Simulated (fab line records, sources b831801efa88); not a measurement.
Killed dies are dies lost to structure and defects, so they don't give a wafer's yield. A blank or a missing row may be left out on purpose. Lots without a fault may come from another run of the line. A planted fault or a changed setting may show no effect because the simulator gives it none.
Which tool did it? | flow sky130 | 13 lots, 39 wafers sampled, at 5 steps of a route of 708

WHAT THE GAUGES READ, wafer by wafer
SKY_RES_PROTECT_TW_MEAS_08. Usual: POLY_GATE_TW 4047, standard deviation 26.
lot  | measured     | on            | POLY_GATE_TW   | flag
L940 | day 15 06:31 | film_metro-01 | 4117 4104 4120 |
L941 | day 15 18:01 | film_metro-03 | 4029 4013 4029 |
L942 | day 16 09:02 | film_metro-03 | 4057 4056 4076 |
L943 | day 16 18:31 | film_metro-02 | 4013 3990 4016 |
L945 | day 17 08:53 | film_metro-02 | 4045 4049 4044 |
L949 | day 18 15:11 | film_metro-03 | 4064 4038 4045 |
L951 | day 20 02:33 | film_metro-03 | 4039 4047 4060 |
L952 | day 20 07:44 | film_metro-03 | 4064 4073 4051 |
L954 | day 20 17:05 | film_metro-02 | 4054 4044 4047 |
L953 | day 20 18:56 | film_metro-03 | 4061 4043 4031 |
L955 | day 21 03:07 | film_metro-02 | 4026 4048 4043 |
L959 | day 22 12:55 | film_metro-03 | 4056 4056 4069 |
L960 | day 22 15:58 | film_metro-03 | 4019 4037 4047 |

SKY_LDD_P_TW_MEAS_11. Usual: LDD_P_TW 635, standard deviation 3.4.
lot  | measured     | on            | LDD_P_TW    | flag
L940 | day 19 06:18 | film_metro-03 | 637 635 637 |
L941 | day 19 16:17 | film_metro-02 | 633 636 634 |
L942 | day 20 08:11 | film_metro-03 | 639 640 639 |
L943 | day 20 19:35 | film_metro-03 | 636 634 630 |
L945 | day 21 10:46 | film_metro-02 | 633 633 633 |
L949 | day 22 17:59 | film_metro-03 | 634 633 635 |
L951 | day 24 03:59 | film_metro-02 | 631 630 628 |
L952 | day 24 08:07 | film_metro-02 | 633 631 627 |
L954 | day 24 18:58 | film_metro-03 | 638 637 637 |
L953 | day 24 19:47 | film_metro-02 | 628 631 631 |
L955 | day 25 01:53 | film_metro-03 | 639 636 641 |
L959 | day 26 11:31 | film_metro-02 | 637 635 635 |
L960 | day 26 13:18 | film_metro-04 | 637 637 637 |

SKY_LDD_HVN_TW_MEAS_10. Usual: LDD_HVN_TW 1447, standard deviation 8.5.
lot  | measured     | on            | LDD_HVN_TW     | flag
L940 | day 20 13:20 | film_metro-01 | 1449 1445 1445 |
L941 | day 20 23:07 | film_metro-04 | 1430 1438 1426 |
L942 | day 21 15:07 | film_metro-03 | 1439 1441 1433 |
L943 | day 22 02:44 | film_metro-01 | 1450 1455 1453 |
L945 | day 22 17:53 | film_metro-04 | 1443 1444 1450 |
L949 | day 24 00:46 | film_metro-01 | 1450 1454 1449 |
L951 | day 25 09:46 | film_metro-01 | 1655 1652 1659 | OFF
L952 | day 25 13:46 | film_metro-04 | 1647 1649 1641 | OFF
L954 | day 26 00:31 | film_metro-03 | 1449 1448 1458 |
L953 | day 26 01:38 | film_metro-04 | 1440 1440 1443 |
L955 | day 26 06:29 | film_metro-03 | 1448 1447 1450 |
L959 | day 27 16:53 | film_metro-01 | 1461 1457 1455 |
L960 | day 27 18:08 | film_metro-03 | 1441 1446 1449 |

SKY_LDD_LDN_OVL_MEAS_07. Usual: LDD_LDN_OVL 0.3 nm, standard deviation 1.6.
lot  | measured     | on         | LDD_LDN_OVL (nm) | flag
L940 | day 23 02:19 | overlay-01 | 0.6 -0.2 0.7     |
L941 | day 23 12:28 | overlay-01 | -0.9 1.7 -0.1    |
L942 | day 24 04:29 | overlay-01 | -1.8 -0.7 -0.5   |
L943 | day 24 16:23 | overlay-01 | 3.7 3.1 3.9      |
L945 | day 25 05:22 | overlay-01 | -1.6 -0.7 -0.3   |
L949 | day 26 10:56 | overlay-01 | -1.3 -0.2 0.2    |
L951 | day 27 19:55 | overlay-01 | -0.9 1.0 -0.3    |
L952 | day 27 22:52 | overlay-02 | -0.7 1.0 2.8     |
L954 | day 28 11:11 | overlay-01 | 1.8 1.1 2.9      |
L953 | day 28 11:30 | overlay-01 | -2.3 -0.8 -3.1   |
L955 | day 28 16:04 | overlay-01 | -0.1 0.9 -0.1    |
L959 | day 30 02:55 | overlay-01 | -2.1 -2.1 -2.0   |
L960 | day 30 03:59 | overlay-01 | 1.0 0.3 -0.3     |

WHICH TOOL RAN EACH LOT (tool, then ch and the chambers of the sampled wafers, then the start)
lot  | SKY_LDD_HVN_IMPLANT_08
L940 | implanter-04 ch 0, day 20 13:05
L941 | implanter-01 ch 0, day 20 22:52
L942 | implanter-01 ch 0, day 21 14:53
L943 | implanter-04 ch 0, day 22 02:31
L945 | implanter-01 ch 0, day 22 17:40
L949 | implanter-04 ch 0, day 24 00:32
L951 | implanter-04 ch 0, day 25 09:34
L952 | implanter-04 ch 0, day 25 13:32
L954 | implanter-01 ch 0, day 26 00:16
L953 | implanter-03 ch 0, day 26 01:25
L955 | implanter-01 ch 0, day 26 06:14
L959 | implanter-03 ch 0, day 27 16:41
L960 | implanter-03 ch 0, day 27 17:53
- SKY_LDD_HVN_IMPLANT_08

WHAT THE TOOLS THEMSELVES READ (means of the sampled wafers that have a number; where no wafer has one, the mark that the record gives instead)
SKY_LDD_HVN_IMPLANT_08. Usual: dose_ions_cm2 3e+13, standard deviation 3.2e+10; faraday_current_uA 169, standard deviation 3.
lot  | tool         | dose_ions_cm2 | faraday_current_uA | flag
L940 | implanter-04 | 3e+13         | 171                |
L941 | implanter-01 | 3e+13         | 171                |
L942 | implanter-01 | 3e+13         | 166                |
L943 | implanter-04 | 3e+13         | 168                |
L945 | implanter-01 | 3e+13         | 173                |
L949 | implanter-04 | 3e+13         | 166                |
L951 | implanter-04 | 5e+13         | 258                | OFF
L952 | implanter-04 | 5e+13         | 256                | OFF
L954 | implanter-01 | 3e+13         | 169                |
L953 | implanter-03 | 3e+13         | 169                |
L955 | implanter-01 | 3e+13         | 169                |
L959 | implanter-03 | 3e+13         | 171                |
L960 | implanter-03 | 3e+13         | 169                |

THE ANSWER, worked out from the rows above alone
Rule: a lot is off if the mean of its wafers that have a number lies more than 3 standard deviations from the usual mean. A lot without any number at a reading at which 4 lots or more have one is off too. The other lots that the step has rows for count as sound. The gauges are gone through in route order, then the tools' own readings, and for those a lot's mean is taken as printed above. The first step at which some lot is off is used, and at that step the reading that is off furthest; a lot without a number counts as furthest.
Off: L951, L952, at SKY_LDD_HVN_TW_MEAS_10 (LDD_HVN_TW).
A tool fits if, at a process step before that reading, it ran every lot that is off, and no sound lot after the first of them. The gauges at SKY_LDD_HVN_TW_MEAS_10 aren't tried: what is off there is off at SKY_LDD_HVN_IMPLANT_08 too, on other tools, and a gauge's error can't cause that. One fits: implanter-04 at SKY_LDD_HVN_IMPLANT_08. Its last sound lot is L949 (day 24 00:32), its first lot that is off L951 (day 25 09:34): a fault that began between those two fits.
The tool's own readings at SKY_LDD_HVN_IMPLANT_08 bear it out: on the lots that are off they differ by more than 5 times the standard deviation of the sound lots' means. dose_ions_cm2 reads 5e+13 there against 3e+13 on the sound lots; faraday_current_uA reads 257 there against 169 on the sound lots.

WHAT THE SIMULATOR HAD PUT IN
Process parameter drift: implanter-04, from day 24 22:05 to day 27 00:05, at SKY_LDD_HVN_IMPLANT_08. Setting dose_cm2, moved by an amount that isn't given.
Lots struck among those shown: L951, L952. The rule above found the same.
